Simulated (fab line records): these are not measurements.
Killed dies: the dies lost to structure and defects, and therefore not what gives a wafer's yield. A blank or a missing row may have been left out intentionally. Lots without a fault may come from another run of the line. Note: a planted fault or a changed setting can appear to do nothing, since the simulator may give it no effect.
A struck lot beside a sound one / flow gf180mcu / 18 steps out of a route of 602
Sound: these wafers, L634.2, L634.3, L634.5. Struck: wafers L643.2, L643.3, L643.6. Last of all comes the cause.
Order at every step that has rows: each side's tool, ch and its chambers, its first start. Under that, the readings that differ: sound wafers / struck wafers / difference of the means / sigmas: that difference in standard deviations of wafers without a fault.
alike: same words and numbers on both sides, and readings whose means sit less than 2 such deviations apart. not compared: any withheld reading, any reading some wafer has no value for, any bound like >300 that may hide the same value, and any number with overlapping values for which the record gives no deviation.
A row with sigmas, a row that says differs or no value, or rows on one side alone: a step with any of these is where the two part. When numbers do not overlap yet have no deviation, they are printed without sigmas and do not part them. A reading that every wafer of one side lacks parts them only if that side has two wafers or more.

first, 2 steps without rows for these wafers: GF_CONTACT_PEB_12 (peb time 90 s); GF_CONTACT_DEVELOP_13 (develop time 60 s).
GF_CONTACT_CD_MEAS_14 targets a cd of 220 nm.
  sound: cdSem-02 at day 17 05:46; struck: cdSem-01 at day 20 12:19
  alike: cdNm
GF_CONTACT_OVL_MEAS_15:
  sound: overlay-01 at day 17 05:52; struck: overlay-01 at day 20 12:25
  alike: CONTACT_OVL
GF_CONTACT_ETCH_16: etches BARC in N2/H2.
  sound on rieDiel-02 ch 0,1,3, day 17 05:53; struck on rieDiel-03 ch 1,2,3, day 20 12:27
  alike: biasW, drypumpMotorCurrentA, oesProductAu, throttleValvePct
GF_CONTACT_ETCH_17: etches SiO2 in C4F8/O2/Ar, stops on CoSi2, target depth 860 nm.
  sound: rieDiel-02 ch 0,1,3; struck: rieDiel-03 ch 1,2,3
  alike: biasW, oesProductAu
GF_CONTACT_STRIP_18: strips in O2/N2.
  sound on plasmaAsher-04 ch 0,1, day 17 06:03; struck on plasmaAsher-04 ch 0,1, day 20 12:37
  alike: drypumpMotorCurrentA, heaterPowerW, oesProductAu
  not compared: rfHoursCounterH
then, 4 steps without rows for these wafers: GF_CONTACT_CLEAN_19 (cleans in SPM); GF_CONTACT_CLEAN_20 (cleans in DIW); GF_CONTACT_CLEAN_21 (cleans in dHF, time 20 s); GF_CONTACT_SPUTTER_22 (material Ti, target thk 15 nm, time 80.02 s).
GF_CONTACT_SPUTTER_23: material TiN, target thk 10 nm, time 40 s.
  sound: pvdSputter-01 at day 17 06:25; struck: pvdSputter-01 at day 20 12:59
  alike: throttleValvePct
GF_CONTACT_CVD_24: deposits W, target thk 300 nm, time 90.339 s.
  sound on cvdW-02 ch 0,1, day 17 06:28; struck on cvdW-01 ch 0,1, day 20 13:01
reading=model.W_of_CONTACT_CVD_24.thkNm (nm); sound=298.4 304.5 298.6; struck=350.8 348.4 352.3; difference=+50.0; sigmas=
  alike: chamberPressureTorr, heaterPowerW
GF_CONTACT_RS_MEAS_25: uses a four-point probe to measure.
  sound: filmMetro-02 at day 17 06:35; struck: filmMetro-03 at day 20 13:26
reading=CONTACT_W_RS (ohm/sq); sound=0.385 0.377 0.384; struck=0.327 0.328 0.326; difference=-0.055; sigmas=-12
  not compared: hold
GF_CONTACT_THK_MEAS_26: measures by xrf.
  sound: filmMetro-02 at day 17 06:41; struck: filmMetro-03 at day 20 16:15
reading=CONTACT_W_THK (nm); sound=302 306 302; struck=361 360 362; difference=+58; sigmas=+13
  not compared: hold
GF_CONTACT_CMP_27: polishes, stops on SiO2, t overpolish 15 s, target thk 0 nm.
  sound on cmp-01 ch 1,3, day 17 06:44; struck on cmp-01 ch 0,2, day 20 20:34
reading=hold; sound=- - -; struck=awaitDispo/4.3h/release awaitDispo/4.3h/release awaitDispo/4.3h/release; difference=no value on the sound wafers; sigmas=
reading=timeToEndpointS (s); sound=73.7 77.4 72.5; struck=84.5 87.6 84.0; difference=+10.8; sigmas=+4
  alike: motorCurrentA
GF_M1_SPUTTER_00: material Ti, target thk 37.5 nm, time 150 s.
  sound: pvdSputter-04 at day 17 07:02; struck: pvdSputter-02 at day 20 20:52
  alike: throttleValvePct
next, for these wafers, 1 step has no rows: GF_PASSIVATION_PROBE_99.

## WHERE THEY PART
Last at GF_CONTACT_CMP_27 as far as this record goes, first at GF_CONTACT_RS_MEAS_25. Later steps at which nothing parts them and some readings are alike: GF_M1_SPUTTER_00.

WHY: what the simulator had put in
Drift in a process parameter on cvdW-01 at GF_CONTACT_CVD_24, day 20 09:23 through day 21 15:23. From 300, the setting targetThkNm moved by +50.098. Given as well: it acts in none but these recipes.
